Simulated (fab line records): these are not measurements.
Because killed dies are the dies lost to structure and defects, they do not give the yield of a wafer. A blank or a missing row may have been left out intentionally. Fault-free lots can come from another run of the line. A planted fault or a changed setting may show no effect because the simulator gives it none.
What tool caused it? || flow gf180mcu || 39 wafers from 13 lots sampled at 5 of the route's 602 steps

WHAT THE GAUGES READ, wafer by wafer
GF_V5_OVL_MEAS_15. Usual: V5_OVL gives 0 nm (standard deviation 5.5).
{"lot": "L343", "measured": "day 26 22:50", "on": "overlay-02", "V5_OVL (nm)": "-10 -7 -7", "flag": ""}
{"lot": "L344", "measured": "day 27 14:50", "on": "overlay-02", "V5_OVL (nm)": "0 1 0", "flag": ""}
{"lot": "L345", "measured": "day 27 16:25", "on": "overlay-01", "V5_OVL (nm)": "-3 0 -4", "flag": ""}
{"lot": "L347", "measured": "day 28 10:40", "on": "overlay-02", "V5_OVL (nm)": "10 4 10", "flag": ""}
{"lot": "L348", "measured": "day 28 22:02", "on": "overlay-01", "V5_OVL (nm)": "1 -3 -6", "flag": ""}
{"lot": "L349", "measured": "day 29 09:32", "on": "overlay-02", "V5_OVL (nm)": "-10 3 -3", "flag": ""}
{"lot": "L350", "measured": "day 29 13:11", "on": "overlay-02", "V5_OVL (nm)": "7 9 7", "flag": ""}
{"lot": "L351", "measured": "day 29 13:43", "on": "overlay-02", "V5_OVL (nm)": "0 -10 4", "flag": ""}
{"lot": "L353", "measured": "day 30 07:11", "on": "overlay-02", "V5_OVL (nm)": "-1 3 7", "flag": ""}
{"lot": "L354", "measured": "day 30 15:07", "on": "overlay-01", "V5_OVL (nm)": "-4 1 -3", "flag": ""}
{"lot": "L355", "measured": "day 30 18:52", "on": "overlay-02", "V5_OVL (nm)": "-7 -1 -6", "flag": ""}
{"lot": "L357", "measured": "day 31 07:26", "on": "overlay-01", "V5_OVL (nm)": "3 -12 -1", "flag": ""}
{"lot": "L366", "measured": "day 33 19:05", "on": "overlay-01", "V5_OVL (nm)": "12 11 5", "flag": ""}

GF_TOP_METAL_CD_MEAS_14 targets a cd of 440 nm. Usual: cd nm reads 440.0 nm (standard deviation 2).
{"lot": "L343", "measured": "day 27 20:29", "on": "cd sem-02", "cd nm (nm)": "442.8 440.9 443.5", "flag": ""}
{"lot": "L344", "measured": "day 28 11:38", "on": "cd sem-02", "cd nm (nm)": "440.7 442.0 439.9", "flag": ""}
{"lot": "L345", "measured": "day 28 13:47", "on": "cd sem-01", "cd nm (nm)": "439.3 437.5 439.3", "flag": ""}
{"lot": "L347", "measured": "day 29 06:55", "on": "cd sem-01", "cd nm (nm)": "442.8 441.9 442.7", "flag": ""}
{"lot": "L348", "measured": "day 29 18:44", "on": "cd sem-01", "cd nm (nm)": "441.4 442.1 441.0", "flag": ""}
{"lot": "L349", "measured": "day 30 07:05", "on": "cd sem-02", "cd nm (nm)": "438.7 437.4 435.4", "flag": ""}
{"lot": "L350", "measured": "day 30 09:02", "on": "cd sem-02", "cd nm (nm)": "441.0 440.6 440.4", "flag": ""}
{"lot": "L351", "measured": "day 30 10:14", "on": "cd sem-01", "cd nm (nm)": "440.0 440.2 439.7", "flag": ""}
{"lot": "L353", "measured": "day 31 03:19", "on": "cd sem-01", "cd nm (nm)": "439.1 441.1 437.4", "flag": ""}
{"lot": "L354", "measured": "day 31 10:18", "on": "cd sem-01", "cd nm (nm)": "443.0 445.9 441.6", "flag": ""}
{"lot": "L355", "measured": "day 31 13:45", "on": "cd sem-01", "cd nm (nm)": "440.1 440.8 440.2", "flag": ""}
{"lot": "L357", "measured": "day 32 02:26", "on": "cd sem-01", "cd nm (nm)": "438.5 437.8 438.1", "flag": ""}
{"lot": "L366", "measured": "day 34 11:09", "on": "cd sem-02", "cd nm (nm)": "400.8 394.2 423.2", "flag": "OFF"}

EACH LOT AND THE TOOL THAT RAN IT (in order: tool; ch and the chambers of the sampled wafers; start)
{"lot": "L343", "GF_MIM_METAL_ETCH_19": "rie metal-02 ch 0,1, day 25 03:14", "GF_V5_CVD_02": "pecvd-02 ch 0,2, day 26 01:14", "GF_TOP_METAL_EXPOSE_11": "iline stepper-01 ch 0, day 27 10:55"}
{"lot": "L344", "GF_MIM_METAL_ETCH_19": "rie metal-03 ch 0,1, day 25 17:35", "GF_V5_CVD_02": "pecvd-01 ch 0,1,2, day 26 19:02", "GF_TOP_METAL_EXPOSE_11": "iline stepper-01 ch 0, day 28 02:32"}
{"lot": "L345", "GF_MIM_METAL_ETCH_19": "rie metal-03 ch 0,1, day 25 21:14", "GF_V5_CVD_02": "pecvd-03 ch 0,1,2, day 26 19:32", "GF_TOP_METAL_EXPOSE_11": "iline stepper-01 ch 0, day 28 04:00"}
{"lot": "L347", "GF_MIM_METAL_ETCH_19": "rie metal-03 ch 0,1, day 26 16:59", "GF_V5_CVD_02": "pecvd-01 ch 0,1, day 27 14:48", "GF_TOP_METAL_EXPOSE_11": "iline stepper-01 ch 0, day 28 22:11"}
{"lot": "L348", "GF_MIM_METAL_ETCH_19": "rie metal-02 ch 0,1, day 27 04:32", "GF_V5_CVD_02": "pecvd-02 ch 0,2, day 28 02:29", "GF_TOP_METAL_EXPOSE_11": "iline stepper-01 ch 0, day 29 09:06"}
{"lot": "L349", "GF_MIM_METAL_ETCH_19": "rie metal-03 ch 0, day 27 17:16", "GF_V5_CVD_02": "pecvd-03 ch 0,1,2, day 28 14:06", "GF_TOP_METAL_EXPOSE_11": "iline stepper-01 ch 0, day 29 21:24"}
{"lot": "L350", "GF_MIM_METAL_ETCH_19": "rie metal-02 ch 0,1, day 27 19:55", "GF_V5_CVD_02": "pecvd-02 ch 0,2, day 28 17:44", "GF_TOP_METAL_EXPOSE_11": "iline stepper-01 ch 0, day 30 00:20"}
{"lot": "L351", "GF_MIM_METAL_ETCH_19": "rie metal-01 ch 0,1, day 27 20:46", "GF_V5_CVD_02": "pecvd-03 ch 0,1, day 28 18:05", "GF_TOP_METAL_EXPOSE_11": "iline stepper-02 ch 0, day 30 01:10"}
{"lot": "L353", "GF_MIM_METAL_ETCH_19": "rie metal-03 ch 0,1, day 28 16:28", "GF_V5_CVD_02": "pecvd-03 ch 0,1,2, day 29 12:19", "GF_TOP_METAL_EXPOSE_11": "iline stepper-02 ch 0, day 30 18:25"}
{"lot": "L354", "GF_MIM_METAL_ETCH_19": "rie metal-02 ch 0,1, day 28 23:12", "GF_V5_CVD_02": "pecvd-02 ch 0,2, day 29 19:38", "GF_TOP_METAL_EXPOSE_11": "iline stepper-02 ch 0, day 31 01:23"}
{"lot": "L355", "GF_MIM_METAL_ETCH_19": "rie metal-02 ch 0,1, day 29 04:16", "GF_V5_CVD_02": "pecvd-01 ch 0,1, day 30 00:31", "GF_TOP_METAL_EXPOSE_11": "iline stepper-01 ch 0, day 31 05:23"}
{"lot": "L357", "GF_MIM_METAL_ETCH_19": "rie metal-03 ch 0,1, day 29 17:07", "GF_V5_CVD_02": "pecvd-01 ch 0,2, day 30 12:23", "GF_TOP_METAL_EXPOSE_11": "iline stepper-02 ch 0, day 31 17:43"}
{"lot": "L366", "GF_MIM_METAL_ETCH_19": "rie metal-01 ch 0,1, day 32 09:28", "GF_V5_CVD_02": "pecvd-02 ch 1,2, day 33 03:02", "GF_TOP_METAL_EXPOSE_11": "iline stepper-01 ch 0, day 34 03:53"}
- GF_MIM_METAL_ETCH_19: etches the open film in Cl2/BCl3, stops on Si3N4, target depth 324.5 nm, time 54.1 s.
- GF_V5_CVD_02: deposits SiO2 from TEOS, target thk 1450 nm, time 163.28 s.
- GF_TOP_METAL_EXPOSE_11: exposes mask MetalTop, target cd 440 nm.

WHAT THE TOOLS THEMSELVES READ (means of the sampled wafers that have a number; where no wafer has one, the mark that the record gives instead)
GF_MIM_METAL_ETCH_19. Usual: drypump motor current A 6.0 A, standard deviation 0.41; oes product au 0.943 a.u., standard deviation 0.0069; throttle valve pct 28.283 %, standard deviation 0.011.
{"lot": "L343", "tool": "rie metal-02", "drypump motor current A (A)": 5.9, "oes product au (a.u.)": 0.955, "throttle valve pct (%)": 28.274, "flag": ""}
{"lot": "L344", "tool": "rie metal-03", "drypump motor current A (A)": 6.5, "oes product au (a.u.)": 0.950, "throttle valve pct (%)": 28.277, "flag": ""}
{"lot": "L345", "tool": "rie metal-03", "drypump motor current A (A)": 6.3, "oes product au (a.u.)": 0.946, "throttle valve pct (%)": 28.274, "flag": ""}
{"lot": "L347", "tool": "rie metal-03", "drypump motor current A (A)": 6.3, "oes product au (a.u.)": 0.947, "throttle valve pct (%)": 28.277, "flag": ""}
{"lot": "L348", "tool": "rie metal-02", "drypump motor current A (A)": 5.9, "oes product au (a.u.)": 0.948, "throttle valve pct (%)": 28.284, "flag": ""}
{"lot": "L349", "tool": "rie metal-03", "drypump motor current A (A)": 6.1, "oes product au (a.u.)": 0.935, "throttle valve pct (%)": 28.287, "flag": ""}
{"lot": "L350", "tool": "rie metal-02", "drypump motor current A (A)": 5.7, "oes product au (a.u.)": 0.948, "throttle valve pct (%)": 28.290, "flag": ""}
{"lot": "L351", "tool": "rie metal-01", "drypump motor current A (A)": 5.8, "oes product au (a.u.)": 0.938, "throttle valve pct (%)": 28.293, "flag": ""}
{"lot": "L353", "tool": "rie metal-03", "drypump motor current A (A)": 6.5, "oes product au (a.u.)": 0.937, "throttle valve pct (%)": 28.284, "flag": ""}
{"lot": "L354", "tool": "rie metal-02", "drypump motor current A (A)": 5.7, "oes product au (a.u.)": 0.938, "throttle valve pct (%)": 28.288, "flag": ""}
{"lot": "L355", "tool": "rie metal-02", "drypump motor current A (A)": 5.9, "oes product au (a.u.)": 0.935, "throttle valve pct (%)": 28.289, "flag": ""}
{"lot": "L357", "tool": "rie metal-03", "drypump motor current A (A)": 6.5, "oes product au (a.u.)": 0.942, "throttle valve pct (%)": 28.285, "flag": ""}
{"lot": "L366", "tool": "rie metal-01", "drypump motor current A (A)": 5.8, "oes product au (a.u.)": 0.939, "throttle valve pct (%)": 28.290, "flag": ""}

GF_V5_CVD_02. Usual: heater power w reads 625 W (standard deviation 94).
{"lot": "L343", "tool": "pecvd-02", "heater power w (W)": 588, "flag": ""}
{"lot": "L344", "tool": "pecvd-01", "heater power w (W)": 651, "flag": ""}
{"lot": "L345", "tool": "pecvd-03", "heater power w (W)": 574, "flag": ""}
{"lot": "L347", "tool": "pecvd-01", "heater power w (W)": 612, "flag": ""}
{"lot": "L348", "tool": "pecvd-02", "heater power w (W)": 583, "flag": ""}
{"lot": "L349", "tool": "pecvd-03", "heater power w (W)": 619, "flag": ""}
{"lot": "L350", "tool": "pecvd-02", "heater power w (W)": 637, "flag": ""}
{"lot": "L351", "tool": "pecvd-03", "heater power w (W)": 578, "flag": ""}
{"lot": "L353", "tool": "pecvd-03", "heater power w (W)": 532, "flag": ""}
{"lot": "L354", "tool": "pecvd-02", "heater power w (W)": 568, "flag": ""}
{"lot": "L355", "tool": "pecvd-01", "heater power w (W)": 662, "flag": ""}
{"lot": "L357", "tool": "pecvd-01", "heater power w (W)": 609, "flag": ""}
{"lot": "L366", "tool": "pecvd-02", "heater power w (W)": 722, "flag": ""}

GF_TOP_METAL_EXPOSE_11. Usual: exposure dose mJ cm2 reads 170.00 (standard deviation 0.17).
{"lot": "L343", "tool": "iline stepper-01", "exposure dose mJ cm2": 169.75, "flag": ""}
{"lot": "L344", "tool": "iline stepper-01", "exposure dose mJ cm2": 170.04, "flag": ""}
{"lot": "L345", "tool": "iline stepper-01", "exposure dose mJ cm2": 170.07, "flag": ""}
{"lot": "L347", "tool": "iline stepper-01", "exposure dose mJ cm2": 169.78, "flag": ""}
{"lot": "L348", "tool": "iline stepper-01", "exposure dose mJ cm2": 169.86, "flag": ""}
{"lot": "L349", "tool": "iline stepper-01", "exposure dose mJ cm2": 169.93, "flag": ""}
{"lot": "L350", "tool": "iline stepper-01", "exposure dose mJ cm2": 170.15, "flag": ""}
{"lot": "L351", "tool": "iline stepper-02", "exposure dose mJ cm2": 170.31, "flag": ""}
{"lot": "L353", "tool": "iline stepper-02", "exposure dose mJ cm2": 170.02, "flag": ""}
{"lot": "L354", "tool": "iline stepper-02", "exposure dose mJ cm2": 169.95, "flag": ""}
{"lot": "L355", "tool": "iline stepper-01", "exposure dose mJ cm2": 169.88, "flag": ""}
{"lot": "L357", "tool": "iline stepper-02", "exposure dose mJ cm2": 170.00, "flag": ""}
{"lot": "L366", "tool": "iline stepper-01", "exposure dose mJ cm2": 154.50, "flag": "OFF"}

THE ANSWER, worked out from the rows above alone
Rule: lot off if the mean of its wafers having a number is beyond 3 standard deviations from the usual mean. Also off: a lot with no number at a reading for which 4 or more lots have one. All remaining lots with rows at the step are treated as sound. Order of review: gauges by route order, followed by the tools' own readings, for which a lot's mean as printed above is used. At the first step where some lot is off, the reading lying furthest off is the one used; lots without a number count as furthest.
Off: L366 (GF_TOP_METAL_CD_MEAS_14, cd nm).
A tool fits if, at a process step before that reading, it ran every lot that is off, and no sound lot after the first of them. Not tried: the gauges at GF_TOP_METAL_CD_MEAS_14; whatever is off there is also off at GF_TOP_METAL_EXPOSE_11, on other tools, and gauge error can't account for it. Can't be told from this: 3 tools fit, rie metal-01 at GF_MIM_METAL_ETCH_19, pecvd-02 at GF_V5_CVD_02, iline stepper-01 at GF_TOP_METAL_EXPOSE_11.

WHAT HAD BEEN PUT IN BY THE SIMULATOR
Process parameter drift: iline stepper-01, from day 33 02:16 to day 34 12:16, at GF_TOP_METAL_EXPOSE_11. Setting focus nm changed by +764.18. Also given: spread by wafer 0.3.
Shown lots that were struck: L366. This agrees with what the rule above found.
